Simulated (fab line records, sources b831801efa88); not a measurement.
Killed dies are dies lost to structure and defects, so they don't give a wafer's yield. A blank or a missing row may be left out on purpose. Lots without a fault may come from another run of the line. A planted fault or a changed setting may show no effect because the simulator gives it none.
Tool commonality check | flow gf180mcu | 13 lots, 39 wafers sampled

WHY IT WAS OPENED
At GF_LVPWELL_TW_MEAS_11 the reading LVPWELL_TW is flagged on 3 of 13 lots. Wafers without a fault read 568, standard deviation 4.2.
Rule: a lot is flagged when every wafer of it that has a number lies more than 4 standard deviations from that mean, or none has a number. The other lots count as sound.

lot  | measured    | on            | LVPWELL_TW, wafer by wafer | flag
L300 | day 4 02:19 | film_metro-02 | 565 571 570                |
L303 | day 4 19:49 | film_metro-04 | 568 568 567                |
L304 | day 5 01:09 | film_metro-04 | 575 572 571                |
L305 | day 5 09:10 | film_metro-02 | 566 569 568                |
L306 | day 5 11:22 | film_metro-04 | 576 574 575                |
L307 | day 5 18:26 | film_metro-03 | 562 561 562                |
L309 | day 6 04:07 | film_metro-02 | 573 572 575                |
L312 | day 6 20:44 | film_metro-03 | 563 563 562                |
L313 | day 7 02:35 | film_metro-03 | 567 568 570                |
L316 | day 7 19:40 | film_metro-04 | 572 572 574                |
L317 | day 8 04:11 | film_metro-02 | 682 683 684                | FLAGGED
L318 | day 8 10:14 | film_metro-02 | 686 686 683                | FLAGGED
L319 | day 8 14:40 | film_metro-04 | 687 683 684                | FLAGGED
The numbers of the flagged lots are 684 on average: +116 against the usual, or +28 standard deviations.

WHICH TOOL RAN EACH LOT
The record holds 2 process steps before the reading, out of a route of 602 steps. In each cell: the tool, then ch and the chambers that the sampled wafers went through, then the start.
lot  | flag    | GF_STI_ETCH_13                    | GF_LVPWELL_IMPLANT_08
L300 |         | rie_diel-04 ch 1,2,3, day 2 07:02 | implanter-02 ch 0, day 4 01:55
L303 |         | rie_diel-01 ch 0,2, day 2 21:34   | implanter-01 ch 0, day 4 19:26
L304 |         | rie_diel-01 ch 1,2,3, day 3 04:16 | implanter-01 ch 0, day 5 00:46
L305 |         | rie_diel-02 ch 0,2,3, day 3 09:40 | implanter-03 ch 0, day 5 08:47
L306 |         | rie_diel-02 ch 1,2,3, day 3 13:56 | implanter-02 ch 0, day 5 10:58
L307 |         | rie_diel-02 ch 0,1, day 3 17:46   | implanter-02 ch 0, day 5 18:04
L309 |         | rie_diel-04 ch 0,2, day 4 04:34   | implanter-01 ch 0, day 6 03:44
L312 |         | rie_diel-04 ch 1,2,3, day 4 20:25 | implanter-03 ch 0, day 6 20:20
L313 |         | rie_diel-04 ch 0,1,2, day 5 01:44 | implanter-03 ch 0, day 7 02:11
L316 |         | rie_diel-02 ch 1,2,3, day 5 16:11 | implanter-03 ch 0, day 7 19:17
L317 | FLAGGED | rie_diel-04 ch 0,1,3, day 5 21:58 | implanter-01 ch 0, day 8 03:28
L318 | FLAGGED | rie_diel-01 ch 0,1,2, day 6 02:49 | implanter-03 ch 0, day 8 09:29
L319 | FLAGGED | rie_diel-02 ch 1,2,3, day 6 09:01 | implanter-03 ch 0, day 8 13:59
What these steps do:
- GF_STI_ETCH_13: etches the open film in CHF3/O2, stops on Si, target depth 282.31 nm, time 112.9 s.
- GF_LVPWELL_IMPLANT_08
- GF_LVPWELL_TW_MEAS_11

FLAGGED OVER TOTAL, TOOL BY TOOL (the gauges that took the reading come last)
step                  | tool          | lots run | flagged | share of the flagged lots | sound lots run after its first flagged lot
GF_STI_ETCH_13        | rie_diel-01   | 3        | 1       | some                      | 0
GF_STI_ETCH_13        | rie_diel-02   | 5        | 1       | some                      | 0
GF_STI_ETCH_13        | rie_diel-04   | 5        | 1       | some                      | 0
GF_LVPWELL_IMPLANT_08 | implanter-01  | 4        | 1       | some                      | 0
GF_LVPWELL_IMPLANT_08 | implanter-02  | 3        | 0       | none                      | -
GF_LVPWELL_IMPLANT_08 | implanter-03  | 6        | 2       | some                      | 0
GF_LVPWELL_TW_MEAS_11 | film_metro-02 | 5        | 2       | some                      | 0
GF_LVPWELL_TW_MEAS_11 | film_metro-03 | 3        | 0       | none                      | -
GF_LVPWELL_TW_MEAS_11 | film_metro-04 | 5        | 1       | some                      | 0

WHAT THE TABLE ALLOWS
No row of the table ran every flagged lot.

WHAT THE SIMULATOR HAD PUT IN
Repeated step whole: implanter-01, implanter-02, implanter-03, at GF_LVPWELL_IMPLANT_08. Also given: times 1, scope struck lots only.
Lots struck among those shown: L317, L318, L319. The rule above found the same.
